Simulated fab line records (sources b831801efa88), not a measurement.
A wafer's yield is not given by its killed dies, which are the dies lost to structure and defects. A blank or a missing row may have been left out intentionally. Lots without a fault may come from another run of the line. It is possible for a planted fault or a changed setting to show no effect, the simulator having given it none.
Which tool is to blame? :: flow sfq-line :: Sampling: 15 lots, 45 wafers, 2 of 325 route steps

WHAT EACH GAUGE READ, for each wafer
SFQ_M3_RS_MEAS_919: uses a four-point probe to measure. Usual: M3_NB_RS gives 0.894 ohm/sq (standard deviation 0.0098).
lot: L772
measured: day 25 13:16
on: film-metro-01
M3_NB_RS (ohm/sq): 0.889 0.893 0.889
flag: 

lot: L773
measured: day 25 21:11
on: film-metro-03
M3_NB_RS (ohm/sq): 0.895 0.895 0.895
flag: 

lot: L776
measured: day 27 04:25
on: film-metro-04
M3_NB_RS (ohm/sq): 0.905 0.912 0.906
flag: 

lot: L777
measured: day 27 08:00
on: film-metro-03
M3_NB_RS (ohm/sq): 0.895 0.896 0.904
flag: 

lot: L778
measured: day 27 16:24
on: film-metro-03
M3_NB_RS (ohm/sq): 0.899 0.905 0.908
flag: 

lot: L781
measured: day 29 22:29
on: film-metro-04
M3_NB_RS (ohm/sq): 0.900 0.914 0.907
flag: 

lot: L782
measured: day 30 07:54
on: film-metro-04
M3_NB_RS (ohm/sq): 0.893 0.894 0.886
flag: 

lot: L785
measured: day 30 19:52
on: film-metro-01
M3_NB_RS (ohm/sq): 0.895 0.894 0.890
flag: 

lot: L786
measured: day 31 04:41
on: film-metro-03
M3_NB_RS (ohm/sq): 0.452 0.448 0.450
flag: OFF

lot: L787
measured: day 31 14:39
on: film-metro-04
M3_NB_RS (ohm/sq): 0.910 0.915 0.909
flag: 

lot: L788
measured: day 31 18:28
on: film-metro-03
M3_NB_RS (ohm/sq): 0.438 0.436 0.440
flag: OFF

lot: L790
measured: day 32 12:15
on: film-metro-01
M3_NB_RS (ohm/sq): 0.894 0.892 0.883
flag: 

lot: L791
measured: day 32 15:52
on: film-metro-03
M3_NB_RS (ohm/sq): 0.887 0.890 0.887
flag: 

lot: L792
measured: day 33 00:01
on: film-metro-03
M3_NB_RS (ohm/sq): 0.436 0.437 0.438
flag: OFF

lot: L795
measured: day 33 10:34
on: film-metro-04
M3_NB_RS (ohm/sq): 0.889 0.887 0.895
flag: 

WHICH TOOL RAN EACH LOT (tool, then ch and the chambers of the sampled wafers, then the start)
lot: L772
SFQ_TRILAYER_M3_DEP_SPUTTER_073: pvd-sputter-05, day 25 13:10

lot: L773
SFQ_TRILAYER_M3_DEP_SPUTTER_073: pvd-sputter-03, day 25 21:05

lot: L776
SFQ_TRILAYER_M3_DEP_SPUTTER_073: pvd-sputter-04, day 27 04:16

lot: L777
SFQ_TRILAYER_M3_DEP_SPUTTER_073: pvd-sputter-05, day 27 07:53

lot: L778
SFQ_TRILAYER_M3_DEP_SPUTTER_073: pvd-sputter-03, day 27 16:16

lot: L781
SFQ_TRILAYER_M3_DEP_SPUTTER_073: pvd-sputter-03, day 29 22:21

lot: L782
SFQ_TRILAYER_M3_DEP_SPUTTER_073: pvd-sputter-03, day 30 07:47

lot: L785
SFQ_TRILAYER_M3_DEP_SPUTTER_073: pvd-sputter-04, day 30 19:46

lot: L786
SFQ_TRILAYER_M3_DEP_SPUTTER_073: pvd-sputter-04, day 31 04:20

lot: L787
SFQ_TRILAYER_M3_DEP_SPUTTER_073: pvd-sputter-04, day 31 14:31

lot: L788
SFQ_TRILAYER_M3_DEP_SPUTTER_073: pvd-sputter-05, day 31 18:07

lot: L790
SFQ_TRILAYER_M3_DEP_SPUTTER_073: pvd-sputter-05, day 32 12:07

lot: L791
SFQ_TRILAYER_M3_DEP_SPUTTER_073: pvd-sputter-03, day 32 15:43

lot: L792
SFQ_TRILAYER_M3_DEP_SPUTTER_073: pvd-sputter-03, day 32 23:40

lot: L795
SFQ_TRILAYER_M3_DEP_SPUTTER_073: pvd-sputter-03, day 33 10:28
- SFQ_TRILAYER_M3_DEP_SPUTTER_073: material Nb, target thk 200 nm, time 133.3 s.

WHAT THE TOOLS THEMSELVES READ (means of the sampled wafers that have a number; where no wafer has one, the mark that the record gives instead)
SFQ_TRILAYER_M3_DEP_SPUTTER_073. Usual: cathode-dc-power-W 2000.0 W, standard deviation 0.41; throttle-valve-pct 30.6 %, standard deviation 0.97.
lot: L772
tool: pvd-sputter-05
cathode-dc-power-W (W): 2000.2
throttle-valve-pct (%): 30.3
flag: 

lot: L773
tool: pvd-sputter-03
cathode-dc-power-W (W): 2000.4
throttle-valve-pct (%): 30.6
flag: 

lot: L776
tool: pvd-sputter-04
cathode-dc-power-W (W): 2000.0
throttle-valve-pct (%): 30.3
flag: 

lot: L777
tool: pvd-sputter-05
cathode-dc-power-W (W): 1999.7
throttle-valve-pct (%): 30.5
flag: 

lot: L778
tool: pvd-sputter-03
cathode-dc-power-W (W): 1999.9
throttle-valve-pct (%): 30.9
flag: 

lot: L781
tool: pvd-sputter-03
cathode-dc-power-W (W): 2000.2
throttle-valve-pct (%): 30.2
flag: 

lot: L782
tool: pvd-sputter-03
cathode-dc-power-W (W): 1999.6
throttle-valve-pct (%): 30.5
flag: 

lot: L785
tool: pvd-sputter-04
cathode-dc-power-W (W): 2000.2
throttle-valve-pct (%): 32.2
flag: 

lot: L786
tool: pvd-sputter-04
cathode-dc-power-W (W): 2000.1
throttle-valve-pct (%): 31.4
flag: 

lot: L787
tool: pvd-sputter-04
cathode-dc-power-W (W): 1999.4
throttle-valve-pct (%): 31.0
flag: 

lot: L788
tool: pvd-sputter-05
cathode-dc-power-W (W): 2000.1
throttle-valve-pct (%): 30.4
flag: 

lot: L790
tool: pvd-sputter-05
cathode-dc-power-W (W): 1999.7
throttle-valve-pct (%): 29.9
flag: 

lot: L791
tool: pvd-sputter-03
cathode-dc-power-W (W): 2000.0
throttle-valve-pct (%): 30.9
flag: 

lot: L792
tool: pvd-sputter-03
cathode-dc-power-W (W): 2000.2
throttle-valve-pct (%): 29.9
flag: 

lot: L795
tool: pvd-sputter-03
cathode-dc-power-W (W): 1999.9
throttle-valve-pct (%): 30.4
flag: 

THE ANSWER, worked out from the rows above alone
Rule: lot off if the mean of its wafers having a number is beyond 3 standard deviations from the usual mean. Also off: a lot with no number at a reading for which 4 or more lots have one. Any other lot the step has rows for is counted as sound. First the gauges in route order, then the tools' own readings, where a lot's mean is used as printed above. At the first step where some lot is off, the reading lying furthest off is the one used; lots without a number count as furthest.
Off: L786, L788, L792, seen at SFQ_M3_RS_MEAS_919 (M3_NB_RS).
A tool fits if, at a process step before that reading, it ran every lot that is off, and no sound lot after the first of them. Those tools and the gauges at SFQ_M3_RS_MEAS_919 are tried in the same way. Of those tried, none fits.

WHAT THE SIMULATOR HAD INSERTED
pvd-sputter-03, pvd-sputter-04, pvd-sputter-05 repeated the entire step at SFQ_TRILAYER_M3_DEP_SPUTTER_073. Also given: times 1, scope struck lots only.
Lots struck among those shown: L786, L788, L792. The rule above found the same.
